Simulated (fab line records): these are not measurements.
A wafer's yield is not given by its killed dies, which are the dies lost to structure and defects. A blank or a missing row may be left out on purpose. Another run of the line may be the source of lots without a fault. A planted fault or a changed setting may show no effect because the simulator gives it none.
A struck lot beside a sound one ; flow sky130 ; 15 steps out of a route of 708
Sound: wafers L491.2, L491.3, L491.6. Struck: wafer L500.2 (L500.3, L500.6, from the same lot, were not struck and are left out); the cause is given at the end.
At each step with rows: each side's tool, then ch and its chambers, then its first start. Under that, the readings that differ: sound wafers ; struck wafers ; difference of the means ; sigmas: that difference in standard deviations of wafers without a fault.
alike: a reading whose means differ by less than 2 such deviations, as well as words and numbers matching on both sides. not compared: withheld readings; readings where some wafer has no value; bounds like >300 that might hide an equal value; numbers whose values overlap and for which the record gives no deviation.
A row with sigmas, a row that says differs or no value, or rows on one side alone: a step with any of these is where the two part. Numbers that don't overlap but have no deviation are shown without sigmas and don't part them. A reading that every wafer of one side lacks parts them only if that side has two wafers or more.

SKY_METAL1_THK_MEAS_06: measures by xrf.
  struck on film-metro-01, day 36 10:19; sound on film-metro-01, day 33 11:04
  alike: METAL1_ALCU_THK
then, 8 steps without rows for these wafers: SKY_METAL1_DEHYDRATE_07 (time 60 s); SKY_METAL1_HMDS_08 (prime time 60 s); SKY_METAL1_COAT_09 (resist thk 60 nm); SKY_METAL1_COAT_10 (resist thk 450 nm); SKY_METAL1_SOFTBAKE_11 (time 90 s); SKY_METAL1_EXPOSE_12 (exposes mask MM1, target cd 140 nm); SKY_METAL1_PEB_13; SKY_METAL1_DEVELOP_14 (develop time 60 s).
SKY_METAL1_CD_MEAS_15: target cd 140 nm.
  struck on cd-sem-02, day 37 12:11; sound on cd-sem-01, day 34 13:11
  alike: cd-nm
SKY_METAL1_OVL_MEAS_16:
  struck on overlay-02, day 37 12:17; sound on overlay-01, day 34 13:17
  alike: METAL1_OVL
SKY_METAL1_DESCUM_17: chemistry O2, time 8 s.
  sound on rie-metal-02 ch 1, day 34 13:20; struck on rie-metal-02 ch 1, day 37 12:19
reading;sound;struck;difference;sigmas
rf-hours-counter-h (h);- - -;10;no value on the sound wafers;
  alike: drypump-motor-current-A, he-backside-leak-sccm, oes-product-au, temp-c
SKY_METAL1_ETCH_18: etches BARC in N2/H2, stops on SiO2, time 45.9 s, target depth 60 nm.
  sound on rie-metal-02 ch 1, day 34 13:24; struck on rie-metal-02 ch 1, day 37 12:21
reading;sound;struck;difference;sigmas
oes-product-au (a.u.);0.860 0.863 0.853;0.881;+0.022;+5
rf-hours-counter-h (h);- - -;10;no value on the sound wafers;
  alike: drypump-motor-current-A, he-backside-leak-sccm, throttle-valve-pct
SKY_METAL1_METAL_ETCH_19: etches the open film in Cl2/BCl3, stops on SiO2, target depth 360 nm, time 78 s.
  sound on rie-metal-02 ch 1, day 34 13:32; struck on rie-metal-02 ch 1, day 37 12:25
reading;sound;struck;difference;sigmas
oes-product-au (a.u.);0.847 0.859 0.855;0.839;-0.015;-2
rf-hours-counter-h (h);- - -;10;no value on the sound wafers;
  alike: drypump-motor-current-A, he-backside-leak-sccm, throttle-valve-pct
-- the record jumps here: 12 days lie between the struck wafers' starts before and after (it left off in module METAL1 and takes up again in module PAD_OPEN, whose first step shown is number 708 of the route) --
SKY_PAD_OPEN_PROBE_99:
  struck on prober-01, day 49 07:30; sound on prober-02, day 47 02:37
reading;sound;struck;difference;sigmas
killed-open;51 51 65;37;-19;-3
  alike: defect-limited-yield, killed_at_M0_to_M3, killed_at_M4_up, killed-at-contacts, killed-at-front-end, killed-at-other, killed-dies, killed-short, sort_bin_3_pad_short, sort_bin_5_function, sort_bin_6_memory, sort-n-pass, sort-yield-pct

== WHERE THEY PART ==
Last at SKY_PAD_OPEN_PROBE_99 as far as this record goes, first at SKY_METAL1_DESCUM_17.

WHY: whatever the simulator had introduced
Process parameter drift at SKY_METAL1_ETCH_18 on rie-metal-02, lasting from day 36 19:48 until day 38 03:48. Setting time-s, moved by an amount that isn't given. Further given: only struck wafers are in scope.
